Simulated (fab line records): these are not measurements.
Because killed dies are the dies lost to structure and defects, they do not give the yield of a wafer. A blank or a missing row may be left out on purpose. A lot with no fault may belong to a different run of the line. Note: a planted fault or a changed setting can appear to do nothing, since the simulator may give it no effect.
Which tool did it?    flow sky130    7 lots (21 wafers sampled), 1 step of a 708-step route

WHAT EACH GAUGE READ, for each wafer
SKY_VIA3_RS_MEAS_22: a four-point-probe measurement.
lot   measured      on             VIA3_W_RS (ohm/sq)
L716  day 40 11:05  film_metro-04  0.283 0.290 0.292
L718  day 40 15:55  film_metro-03  0.283 0.287 0.284
L720  day 41 11:50  film_metro-03  0.299 0.300 0.288
L722  day 42 07:36  film_metro-04  0.293 0.293 0.293
L725  day 42 23:07  film_metro-02  0.293 0.296 0.294
L729  day 44 00:59  film_metro-03  0.289 0.299 0.301
L736  day 46 01:25  film_metro-02  0.298 0.287 0.289

TOOL THAT RAN EACH LOT (tool first, then ch and the chambers of the sampled wafers, then the start)
The record holds no process step before these readings.

THE ANSWER, worked out from the rows above alone
Rule: the usual values come from the lots themselves. Put in order of their means at a reading, lots are off if they are a third of the lots or fewer, leave a main group of 4 or more, and stand apart from it by a gap of 3 or more times the standard deviation of the main group's means; of several such gaps the widest counts. Not used: any main group whose means are identical at the precision the tables above print for the reading. A lot without any number at a reading at which 4 lots or more have one is off too. Where the step has rows for the other lots, those lots are counted as sound.
Across all readings shown, no lot is off: no conclusion can be drawn from this.

WHAT HAD BEEN PUT IN BY THE SIMULATOR
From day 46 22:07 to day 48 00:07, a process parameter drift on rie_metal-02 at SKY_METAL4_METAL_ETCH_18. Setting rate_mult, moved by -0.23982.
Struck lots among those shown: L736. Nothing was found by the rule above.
